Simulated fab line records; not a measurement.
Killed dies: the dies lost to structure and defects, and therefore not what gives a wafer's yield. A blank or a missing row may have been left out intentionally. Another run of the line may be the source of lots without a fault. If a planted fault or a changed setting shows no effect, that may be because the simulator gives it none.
A lot that was struck, set against a sound lot || flow sky130 || 14 steps out of a route of 708
Sound: wafers L810.4, L810.5, L810.6. Struck: wafers L816.1, L816.4, L816.5. The cause comes at the end.
At each step with rows: each side's tool, then ch and its chambers, then its first start. Under that, the readings that differ: sound wafers || struck wafers || difference of the means || sigmas: that difference in standard deviations of wafers without a fault.
alike: words and numbers the same on both sides, and readings whose means are apart by under 2 such deviations; not compared: readings that were withheld, readings missing a value for some wafer, numbers with overlapping values and no deviation given by the record, and bounds like >300 which may hide the same value.
Wherever a step has rows on one side only, a row that says differs or no value, or a row with sigmas, the two part there. Numbers that don't overlap but have no deviation are shown without sigmas and don't part them. A reading missing from all wafers of one side parts the sides only when that side holds two or more wafers.

first, 2 steps without rows for these wafers: SKY_RES_PROTECT_DEVELOP_06 (develop time 60 s); SKY_POLY_GATE_IMPLANT_02.
SKY_RES_PROTECT_STRIP_07: strips in O2/N2.
  sound on plasmaAsher-03 ch 0,1, day 18 12:17; struck on plasmaAsher-01 ch 0, day 20 13:04
{"reading": "drypumpMotorCurrentA (A)", "sound": "6.0 5.9 6.0", "struck": "4.8 4.8 4.8", "difference": -1.2, "sigmas": -3}
  alike: oesProductAu, stripTimeToEndpointS
  not compared: rfHoursCounterH
SKY_RES_PROTECT_TW_MEAS_08:
  sound on filmMetro-03 at day 18 12:23; struck on filmMetro-01 at day 20 13:10
  alike: POLY_GATE_TW
then, 2 steps without rows for these wafers: SKY_RES_PROTECT_CLEAN_09 (cleans in SC1/SC2, time 150 s); SKY_POLY_GATE_CVD_03 (deposits Si3N4 from DCS/NH3, target thk 75 nm, time 1290 s).
SKY_POLY_GATE_THK_MEAS_04:
  sound on filmMetro-02 at day 18 16:20; struck on filmMetro-01 at day 20 15:41
  alike: POLY_GATE_CVD_03_THK
then, 5 steps without rows for these wafers: SKY_POLY_GATE_DEHYDRATE_05 (time 60 s); SKY_POLY_GATE_HMDS_06 (prime time 60 s); SKY_POLY_GATE_COAT_07 (resist thk 110 nm); SKY_POLY_GATE_COAT_08 (resist thk 450 nm); SKY_POLY_GATE_SOFTBAKE_09 (time 90 s).
SKY_POLY_GATE_EXPOSE_10: exposes mask P1M, target cd 150 nm.
  struck on krfScanner-02, day 21 07:20; sound on krfScanner-02 ch 0, day 19 07:40
  no value came back on the struck wafers for exposureDoseMJCm2, focusOffsetNm (nm), reticleTempC (C); on the sound wafers exposureDoseMJCm2 reads 27.977 28.015 28.035
  alike: mask
next, for these wafers, 1 step has no rows: SKY_POLY_GATE_PEB_11.

WHERE THEY PART
At SKY_RES_PROTECT_STRIP_07 first; at SKY_POLY_GATE_EXPOSE_10 last (within this record only).

WHY: the cause the simulator had injected
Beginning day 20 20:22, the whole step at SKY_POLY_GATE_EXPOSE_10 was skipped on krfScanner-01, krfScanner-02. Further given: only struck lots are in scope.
